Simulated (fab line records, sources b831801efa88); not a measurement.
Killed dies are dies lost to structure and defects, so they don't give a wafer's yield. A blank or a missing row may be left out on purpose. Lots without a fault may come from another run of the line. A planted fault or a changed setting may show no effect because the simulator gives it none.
Split-lot experiment | flow sfq_line | 5 lots, 10 wafers read, on a route of 325 steps

THE SPLIT
At SFQ_TRILAYER_M1_LITHO_COAT_044 (resist thk 62 nm), the setting spin_rpm was moved away from the recipe's 3000 rpm on 2 of the 10 wafers read, by -7.3% to +6.9%. The other wafers ran this setting at the recipe's value.

FROM THE SPLIT TO THE READING: what the file shows between them, 3 steps
- SFQ_TRILAYER_M1_LITHO_EXPOSE_040: exposes mask M1, target cd 500 nm (also split here: dose_mj)
- SFQ_TRILAYER_M1_LITHO_PEB_042: peb time 60 s
- SFQ_TRILAYER_M1_LITHO_DEVELOP_041: time 60 s

THE READING
etch.depth_nm (the simulator's own value, which no gauge read), in nm, at SFQ_TRILAYER_M1_BARC_OPEN_METAL_ETCH_054 (etches BARC in O2, target depth 125 nm, time 41.7 s). The file gives no usual value for it. The 8 wafers here that ran the recipe average 61.99 nm, standard deviation 0.07 nm.

wafer  | tool, chamber at the split | spin_rpm as run, rpm | against the recipe | etch.depth_nm, nm | against lot-mates on the recipe
L075.3 | litho_track-02, 0          | 3206                 | +6.9%              | 59.98             | -2.00
L075.5 | litho_track-02, 0          | 3000                 | recipe             | 61.98             | -
L076.4 | litho_track-04, 0          | 3000                 | recipe             | 61.95             | -
L077.2 | litho_track-03, 0          | 3000                 | recipe             | 61.92             | -
L077.3 | litho_track-03, 0          | 3000                 | recipe             | 62.04             | -
L082.5 | litho_track-04, 0          | 2780                 | -7.3%              | 64.22             | +2.34
L082.6 | litho_track-04, 0          | 3000                 | recipe             | 61.88             | -
L083.2 | litho_track-04, 0          | 3000                 | recipe             | 62.11             | -
L083.3 | litho_track-04, 0          | 3000                 | recipe             | 62.05             | -
L083.6 | litho_track-04, 0          | 3000                 | recipe             | 62.01             | -

THE FIT
A straight line over all 10 wafers: etch.depth_nm changes by -0.299 nm for each +1% of spin_rpm; r = -1.00; the points scatter about the line by 0.072 nm.
The same after taking each lot's own level away (the mean of its wafers on the recipe; 10 wafers): -0.306 nm for each +1%; r = -1.00; scatter 0.059 nm.
On that fit, the largest move of spin_rpm shifts the reading by 2.2 nm.
The lots' own levels span 61.880 to 62.057 nm, that is 2.5 times the standard deviation above.
So the lot-to-lot level changes the slope little: the two slopes agree.
Check: with one of the wafers moved furthest among these (-7.3%) left out of the fit, the line predicts +2.14 nm for it against its lot-mates. It came out at +2.34 nm against them.

OTHER SPLITS ON THESE WAFERS
These wafers also went through other splits before the reading. Each is held against what the fit with the lots' levels taken away leaves over:
other split on the same wafers                      | wafers away from the commonest value | r with etch.depth_nm (lot level and that fit taken away)
SFQ_TRILAYER_L0_LITHO_EXPOSE_006 dose_mj            | 2                                    | +0.57
SFQ_TRILAYER_L0_LITHO_PEB_008 peb_time_s            | 4                                    | -0.27
SFQ_TRILAYER_L0_VIA_LITHO_PEB_016 peb_temp_c        | 3                                    | +0.07
SFQ_TRILAYER_L0_VIA_BARC_OPEN_VIA_ETCH_021 bias_w   | 2                                    | -0.66
SFQ_TRILAYER_M0_BARC_OPEN_METAL_ETCH_031 time_s     | 5                                    | -0.58
SFQ_TRILAYER_I0_VIA_LITHO_COAT_036 spin_rpm         | 3                                    | +0.28
SFQ_TRILAYER_I0_VIA_BARC_OPEN_VIA_ETCH_046 source_w | 3                                    | -0.02
SFQ_TRILAYER_M1_LITHO_EXPOSE_040 dose_mj            | 4                                    | +0.48

THE WHOLE CHAIN: every reading that the file lists as answering this split, in the file's order
step                                     | what it does                                        | reading                                                                                    | change (the file's fit)               | r (the file's)
SFQ_TRILAYER_M1_LITHO_COAT_044           | resist thk 62 nm                                    | BARC_of_TRILAYER_M1_LITHO_COAT_044.thk_nm (the simulator's own value, which no gauge read) | -0.305 nm for each +1% of the setting | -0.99
SFQ_TRILAYER_M1_BARC_OPEN_METAL_ETCH_054 | etches BARC in O2, target depth 125 nm, time 41.7 s | etch.depth_nm (the simulator's own value, which no gauge read)                             | -0.306 nm for each +1% of the setting | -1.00

THE FILE'S OWN FIT
etch.depth_nm changes by -0.306 nm for each +1% of spin_rpm, r = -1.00.
